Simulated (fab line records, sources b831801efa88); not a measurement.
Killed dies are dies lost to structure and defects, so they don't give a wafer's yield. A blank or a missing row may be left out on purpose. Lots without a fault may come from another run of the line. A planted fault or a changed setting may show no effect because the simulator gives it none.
Which tool did it? | flow gf180mcu | 13 lots, 39 wafers sampled, at 4 steps of a route of 602

WHAT THE GAUGES READ, wafer by wafer
The record holds no reading of a measuring or inspecting step that can be judged against a usual standard deviation.

WHICH TOOL RAN EACH LOT (tool, then ch and the chambers of the sampled wafers, then the start)
lot  | GF_SALICIDE_RTA_06               | GF_V1_STRIP_18                       | GF_V3_SPUTTER_22             | GF_V3_CMP_26
L539 | rtp_anneal-01 ch 0, day 16 22:39 | plasma_asher-02 ch 0,1, day 20 02:56 | pvd_sputter-02, day 24 13:34 | cmp-01 ch 2,3, day 24 13:58
L540 | rtp_anneal-01 ch 0, day 17 10:56 | plasma_asher-03 ch 0,1, day 20 17:05 | pvd_sputter-02, day 25 01:41 | cmp-01 ch 1,2, day 25 02:01
L541 | rtp_anneal-01 ch 0, day 17 17:48 | plasma_asher-01 ch 0, day 21 00:43   | pvd_sputter-02, day 25 07:32 | cmp-01 ch 0,1,3, day 25 07:52
L542 | rtp_anneal-01 ch 0, day 18 03:23 | plasma_asher-01 ch 0,1, day 21 10:35 | pvd_sputter-02, day 25 16:20 | cmp-02 ch 0,1,2, day 25 16:46
L545 | rtp_anneal-02 ch 0, day 19 01:08 | plasma_asher-01 ch 0,1, day 22 08:24 | pvd_sputter-01, day 26 12:25 | cmp-01 ch 0,2,3, day 26 12:48
L548 | rtp_anneal-01 ch 0, day 20 05:04 | plasma_asher-03 ch 0,1, day 23 11:58 | pvd_sputter-01, day 27 13:36 | cmp-01 ch 0,1,2, day 27 13:59
L549 | rtp_anneal-02 ch 0, day 20 16:17 | plasma_asher-02 ch 0,1, day 23 22:38 | pvd_sputter-01, day 27 22:10 | cmp-02 ch 0,1, day 27 22:32
L550 | rtp_anneal-02 ch 0, day 20 21:20 | plasma_asher-03 ch 0, day 24 03:20   | pvd_sputter-02, day 28 05:07 | cmp-02 ch 0,1,2, day 28 05:27
L551 | rtp_anneal-02 ch 0, day 21 03:49 | plasma_asher-03 ch 0,1, day 24 09:19 | pvd_sputter-04, day 28 08:43 | cmp-01 ch 0,2,3, day 28 09:09
L553 | rtp_anneal-01 ch 0, day 22 00:34 | plasma_asher-03 ch 0,1, day 25 03:48 | pvd_sputter-02, day 29 01:28 | cmp-02 ch 0,1,2, day 29 01:54
L554 | rtp_anneal-02 ch 0, day 22 06:32 | plasma_asher-02 ch 0,1, day 25 09:09 | pvd_sputter-01, day 29 05:26 | cmp-02 ch 0,1,2, day 29 05:49
L559 | rtp_anneal-01 ch 0, day 23 16:30 | plasma_asher-01 ch 0,1, day 26 15:39 | pvd_sputter-01, day 30 10:21 | cmp-01 ch 0,2,3, day 30 10:41
L560 | rtp_anneal-01 ch 0, day 24 01:23 | plasma_asher-01 ch 0,1, day 27 00:41 | pvd_sputter-01, day 30 19:01 | cmp-02 ch 0,1,3, day 30 19:24
- GF_SALICIDE_RTA_06: time 30 s.
- GF_V1_STRIP_18: strips in O2/N2.
- GF_V3_SPUTTER_22: material TiN, target thk 10 nm, time 40 s.
- GF_V3_CMP_26: polishes, stops on SiO2, t overpolish 15 s, target thk 0 nm.

WHAT THE TOOLS THEMSELVES READ (means of the sampled wafers that have a number; where no wafer has one, the mark that the record gives instead)
GF_SALICIDE_RTA_06. Usual: anneal_temp_c_max 532.9, standard deviation 0.59; chamber_o2_ppm 2.005, standard deviation 0.018; lamp_power_pct 6.5 %, standard deviation 0.52; wafer_temp_C_max 532.7, standard deviation 0.6.
lot  | tool          | anneal_temp_c_max | chamber_o2_ppm | lamp_power_pct (%) | wafer_temp_C_max | flag
L539 | rtp_anneal-01 | 533.4             | 1.978          | 6.0                | 532.6            |
L540 | rtp_anneal-01 | 532.8             | 1.997          | 6.0                | 532.9            |
L541 | rtp_anneal-01 | 533.0             | 1.990          | 6.0                | 533.4            |
L542 | rtp_anneal-01 | 533.4             | 1.987          | 6.0                | 532.9            |
L545 | rtp_anneal-02 | 533.1             | 2.010          | 7.1                | 532.4            |
L548 | rtp_anneal-01 | 533.2             | 1.992          | 6.0                | 533.4            |
L549 | rtp_anneal-02 | 532.4             | 2.016          | 7.1                | 532.4            |
L550 | rtp_anneal-02 | 533.0             | 2.009          | 7.1                | 532.7            |
L551 | rtp_anneal-02 | 532.6             | 2.015          | 7.1                | 532.0            |
L553 | rtp_anneal-01 | 533.4             | 2.002          | 6.0                | 532.4            |
L554 | rtp_anneal-02 | 532.5             | 1.974          | 7.1                | 532.2            |
L559 | rtp_anneal-01 | 533.0             | 1502.000       | 6.0                | 533.4            | OFF
L560 | rtp_anneal-01 | 533.2             | 1502.000       | 6.0                | 533.0            | OFF

GF_V1_STRIP_18. Usual: drypump_motor_current_A 5.8 A, standard deviation 0.52; heater_power_w 316 W, standard deviation 36; oes_product_au 0.593 a.u., standard deviation 0.0047.
lot  | tool            | drypump_motor_current_A (A) | heater_power_w (W) | oes_product_au (a.u.) | flag
L539 | plasma_asher-02 | 6.1                         | 365                | 0.589                 |
L540 | plasma_asher-03 | 6.3                         | 298                | 0.601                 |
L541 | plasma_asher-01 | 4.9                         | 327                | 0.593                 |
L542 | plasma_asher-01 | 5.2                         | 311                | 0.589                 |
L545 | plasma_asher-01 | 5.4                         | 297                | 0.586                 |
L548 | plasma_asher-03 | 6.3                         | 295                | 0.596                 |
L549 | plasma_asher-02 | 6.1                         | 368                | 0.588                 |
L550 | plasma_asher-03 | 5.8                         | 298                | 0.595                 |
L551 | plasma_asher-03 | 6.3                         | 297                | 0.598                 |
L553 | plasma_asher-03 | 6.1                         | 302                | 0.591                 |
L554 | plasma_asher-02 | 6.1                         | 363                | 0.589                 |
L559 | plasma_asher-01 | 5.4                         | 293                | 0.588                 |
L560 | plasma_asher-01 | 5.2                         | 311                | 0.592                 |

GF_V3_SPUTTER_22. Usual: throttle_valve_pct 30.0 %, standard deviation 1.3.
lot  | tool           | throttle_valve_pct (%) | flag
L539 | pvd_sputter-02 | 30.4                   |
L540 | pvd_sputter-02 | 30.4                   |
L541 | pvd_sputter-02 | 30.7                   |
L542 | pvd_sputter-02 | 30.3                   |
L545 | pvd_sputter-01 | 29.5                   |
L548 | pvd_sputter-01 | 29.7                   |
L549 | pvd_sputter-01 | 29.1                   |
L550 | pvd_sputter-02 | 31.1                   |
L551 | pvd_sputter-04 | 30.2                   |
L553 | pvd_sputter-02 | 29.8                   |
L554 | pvd_sputter-01 | 29.0                   |
L559 | pvd_sputter-01 | 28.8                   |
L560 | pvd_sputter-01 | 29.0                   |

GF_V3_CMP_26. Usual: motor_current_A 10.6 A, standard deviation 1.2; overpolish_run_s 15.000 s, standard deviation 0.0098; time_to_endpoint_s 85 s, standard deviation 3.5.
lot  | tool   | motor_current_A (A) | overpolish_run_s (s) | time_to_endpoint_s (s) | flag
L539 | cmp-01 | 9.2                 | 15.003               | 83                     |
L540 | cmp-01 | 10.4                | 14.991               | 85                     |
L541 | cmp-01 | 10.2                | 14.999               | 87                     |
L542 | cmp-02 | 11.5                | 15.003               | 82                     |
L545 | cmp-01 | 9.8                 | 15.007               | 84                     |
L548 | cmp-01 | 10.6                | 15.002               | 87                     |
L549 | cmp-02 | 11.4                | 14.999               | 88                     |
L550 | cmp-02 | 11.6                | 15.004               | 89                     |
L551 | cmp-01 | 10.2                | 14.992               | 82                     |
L553 | cmp-02 | 11.4                | 14.994               | 80                     |
L554 | cmp-02 | 11.9                | 14.995               | 85                     |
L559 | cmp-01 | 9.9                 | 15.004               | 81                     |
L560 | cmp-02 | 11.1                | 15.000               | 84                     |

THE ANSWER, worked out from the rows above alone
Rule: a lot is off if the mean of its wafers that have a number lies more than 3 standard deviations from the usual mean. A lot without any number at a reading at which 4 lots or more have one is off too. The other lots that the step has rows for count as sound. The gauges are gone through in route order, then the tools' own readings, and for those a lot's mean is taken as printed above. The first step at which some lot is off is used, and at that step the reading that is off furthest; a lot without a number counts as furthest.
Off: L559, L560, at GF_SALICIDE_RTA_06 (chamber_o2_ppm).
A tool fits if, at that step or a process step before it, it ran every lot that is off, and no sound lot after the first of them. One fits: rtp_anneal-01 at GF_SALICIDE_RTA_06. Its last sound lot is L553 (day 22 00:34), its first lot that is off L559 (day 23 16:30): a fault that began between those two fits.
The tool's own readings at GF_SALICIDE_RTA_06 bear it out: on the lots that are off they differ by more than 5 times the standard deviation of the sound lots' means. chamber_o2_ppm reads 1502.000 there against 1.997 on the sound lots.

WHAT THE SIMULATOR HAD PUT IN
Process parameter drift: rtp_anneal-01, from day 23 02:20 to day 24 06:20, at GF_SALICIDE_RTA_06. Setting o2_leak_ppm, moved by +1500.
Lots struck among those shown: L559, L560. The rule above found the same.
